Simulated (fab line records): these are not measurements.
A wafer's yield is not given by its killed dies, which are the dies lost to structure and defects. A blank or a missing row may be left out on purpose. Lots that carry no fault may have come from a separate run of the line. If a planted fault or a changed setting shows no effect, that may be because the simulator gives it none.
A struck lot beside a sound one || flow gf180mcu || 15 steps out of a route of 602
Sound: the wafers L419.3, L419.5, L419.6. Wafers L424.1, L424.4, L424.6 were the ones struck. The cause comes at the end.
At each step with rows: each side's tool, then ch and its chambers, then its first start. Under that, the readings that differ: sound wafers || struck wafers || difference of the means || sigmas: that difference in standard deviations of wafers without a fault.
alike: readings with means less than 2 such deviations apart, plus words and numbers identical on both sides. not compared: withheld readings, readings lacking a value on some wafer, bounds such as >300 that could conceal the same value, and numbers that have no deviation in the record and whose values overlap.
A row with sigmas, a row that says differs or no value, or rows on one side alone: a step with any of these is where the two part. When numbers do not overlap yet have no deviation, they are printed without sigmas and do not part them. A reading that every wafer of one side lacks parts them only if that side has two wafers or more.

GF_V3_CMP_26: polishes, stops on SiO2, t overpolish 15 s, target thk 0 nm.
  sound on cmp-01 ch 0,1,3, day 23 19:05; struck on cmp-02 ch 0,1,2, day 25 06:06
  alike: motor current A, overpolish run s, time to endpoint s
GF_M4_SPUTTER_00: material Ti, target thk 37.5 nm, time 150 s.
  sound on pvd sputter-01 at day 23 19:14; struck on pvd sputter-04 at day 25 06:24
  alike: throttle valve pct
GF_M4_SPUTTER_01: material TiN, target thk 30 nm, time 25 s.
  sound on pvd sputter-01 at day 23 19:20; struck on pvd sputter-04 at day 25 06:30
  alike: throttle valve pct
then, 1 step without rows for these wafers: GF_M4_SPUTTER_02 (material AlCu, target thk 450 nm, time 23.9 s).
GF_M4_SPUTTER_03: material Ti, target thk 10 nm, time 6.7 s.
  sound on pvd sputter-01 at day 23 19:24; struck on pvd sputter-04 at day 25 06:34
  alike: throttle valve pct
GF_M4_SPUTTER_04: material TiN, target thk 50 nm, time 41.7 s.
  sound on pvd sputter-01 at day 23 19:25; struck on pvd sputter-04 at day 25 06:35
  alike: throttle valve pct
GF_M4_RS_MEAS_05: measurement is done with a four-point probe.
  sound on film metro-04 at day 23 19:30; struck on film metro-04 at day 25 06:37
  alike: M4_ALCU_RS
GF_M4_THK_MEAS_06: measures by xrf.
  sound on film metro-04 at day 23 19:36; struck on film metro-04 at day 25 06:44
  alike: M4_ALCU_THK
then, 4 steps without rows for these wafers: GF_M4_DEHYDRATE_07 (time 60 s); GF_M4_HMDS_08 (prime time 60 s); GF_M4_COAT_09 (resist thk 1000 nm); GF_M4_SOFTBAKE_10 (time 60 s).
GF_M4_EXPOSE_11: exposes mask Metal4, target cd 280 nm.
  sound on krf scanner-01 ch 0, day 24 06:24; struck on krf scanner-01 ch 0, day 25 17:50
{"reading": "exposure dose mJ cm2", "sound": "27.992 27.970 27.994", "struck": "28.582 28.568 28.566", "difference": "+0.587", "sigmas": "+23"}
  alike: mask
then, 2 steps without rows for these wafers: GF_M4_PEB_12 (peb time 90 s); GF_PASSIVATION_PROBE_99.

WHERE THEY PART
Within this record, at GF_M4_EXPOSE_11 only.

WHY: what the simulator had put in
Drift in process parameters on krf scanner-01 at GF_M4_EXPOSE_11, starting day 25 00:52. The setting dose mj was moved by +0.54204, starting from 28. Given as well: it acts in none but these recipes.
